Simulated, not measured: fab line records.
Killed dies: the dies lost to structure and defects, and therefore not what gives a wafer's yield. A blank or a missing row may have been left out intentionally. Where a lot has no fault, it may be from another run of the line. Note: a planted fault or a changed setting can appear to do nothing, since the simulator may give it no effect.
A lot that was struck, set against a sound lot | flow sfq_line | 14 out of 325 route steps
Sound: these wafers, L220.2, L220.3, L220.4. Wafers struck: L237.3, L237.4, L237.5. The cause is named last.
At each step with rows: each side's tool, then ch and its chambers, then its first start. Under that, the readings that differ: sound wafers | struck wafers | difference of the means | sigmas: that difference in standard deviations of wafers without a fault.
alike: readings with means less than 2 such deviations apart, plus words and numbers identical on both sides. not compared: withheld readings, readings lacking a value on some wafer, bounds such as >300 that could conceal the same value, and numbers that have no deviation in the record and whose values overlap.
The two part at a step that has a row with sigmas, a row that says differs or no value, or rows on one side only. Numbers that don't overlap but have no deviation are shown without sigmas and don't part them. A reading that every wafer of one side lacks parts them only if that side has two wafers or more.

SFQ_INCOMING_BOW_MEAS_900:
  sound on film_metro-03 at day 1 15:01; struck on film_metro-01 at day 5 04:02
  alike: INCOMING_BOW
then, 1 step without rows for these wafers: SFQ_TRILAYER_INCOMING_OXIDATION_002 (target thk 500 nm, ox time 4939 s).
SFQ_TRILAYER_L0_DEP_SPUTTER_003: material MoNx KI, target thk 40 nm, time 100 s.
  sound on pvd_sputter-04 at day 1 17:29; struck on pvd_sputter-06 at day 5 06:29
  alike: throttle_valve_pct
SFQ_L0_RS_MEAS_901: the measuring method here is four-point-probe.
  sound on film_metro-01 at day 1 17:35; struck on film_metro-02 at day 5 06:36
  alike: L0_MONX_KI_RS
SFQ_L0_THK_MEAS_902: measures by xrf.
  sound on film_metro-01 at day 1 17:41; struck on film_metro-02 at day 5 06:42
  alike: L0_MONX_KI_THK
then, 1 step without rows for these wafers: SFQ_TRILAYER_L0_LITHO_COAT_010 (resist thk 62 nm).
SFQ_TRILAYER_L0_LITHO_COAT_005: resist thk 600 nm.
  sound on litho_track-03 ch 0, day 1 18:05; struck on litho_track-03 ch 0, day 5 07:08
  reading                                             | sound             | struck          | difference | sigmas
  model.KrF_of_TRILAYER_L0_LITHO_COAT_005.thk_nm (nm) | 601.7 602.4 601.7 | 634.6 634 635.6 | +32.8      |
  alike: spin_speed_rpm
then, 4 steps without rows for these wafers: SFQ_TRILAYER_L0_LITHO_SOFTBAKE_009; SFQ_TRILAYER_L0_LITHO_EXPOSE_006 (exposes mask L0, target cd 2000 nm); SFQ_TRILAYER_L0_LITHO_PEB_008 (peb time 60 s); SFQ_TRILAYER_L0_LITHO_DEVELOP_007 (time 60 s).
-- the record jumps here: 4 days lie between the struck wafers' starts before and after --
SFQ_TRILAYER_L0_BARC_OPEN_METAL_ETCH_010: etches BARC in O2, target depth 125 nm, time 41.7 s.
  sound on rie_metal-04 ch 0,1, day 4 16:26; struck on rie_metal-02 ch 0,1, day 9 04:57
  alike: drypump_motor_current_A, oes_product_au, rf_fwd_power_W
  not compared: rf_hours_counter_h
SFQ_TRILAYER_L0_ETCH_METAL_ETCH_008: etches MoNx KI in SF6/O2, stops on SiO2, target depth 50 nm, time 25 s.
  sound on rie_metal-04 ch 0,1, day 4 16:29; struck on rie_metal-02 ch 0,1, day 9 05:00
  reading                                             | sound             | struck          | difference | sigmas
  model.KrF_of_TRILAYER_L0_LITHO_COAT_005.thk_nm (nm) | 484.4 484.6 484.6 | 516.3 515.6 517 | +31.8      |
  alike: drypump_motor_current_A, oes_product_au, rf_fwd_power_W
  not compared: rf_hours_counter_h
SFQ_TRILAYER_L0_STRIP_STRIP_009: strips in O2.
  sound on rie_metal-04 ch 0,1, day 4 16:32; struck on rie_metal-02 ch 0,1, day 9 05:14
  alike: drypump_motor_current_A, oes_product_au
  not compared: rf_hours_counter_h

## WHERE THEY PART
Nowhere in this record.

WHY: what the simulator had put in
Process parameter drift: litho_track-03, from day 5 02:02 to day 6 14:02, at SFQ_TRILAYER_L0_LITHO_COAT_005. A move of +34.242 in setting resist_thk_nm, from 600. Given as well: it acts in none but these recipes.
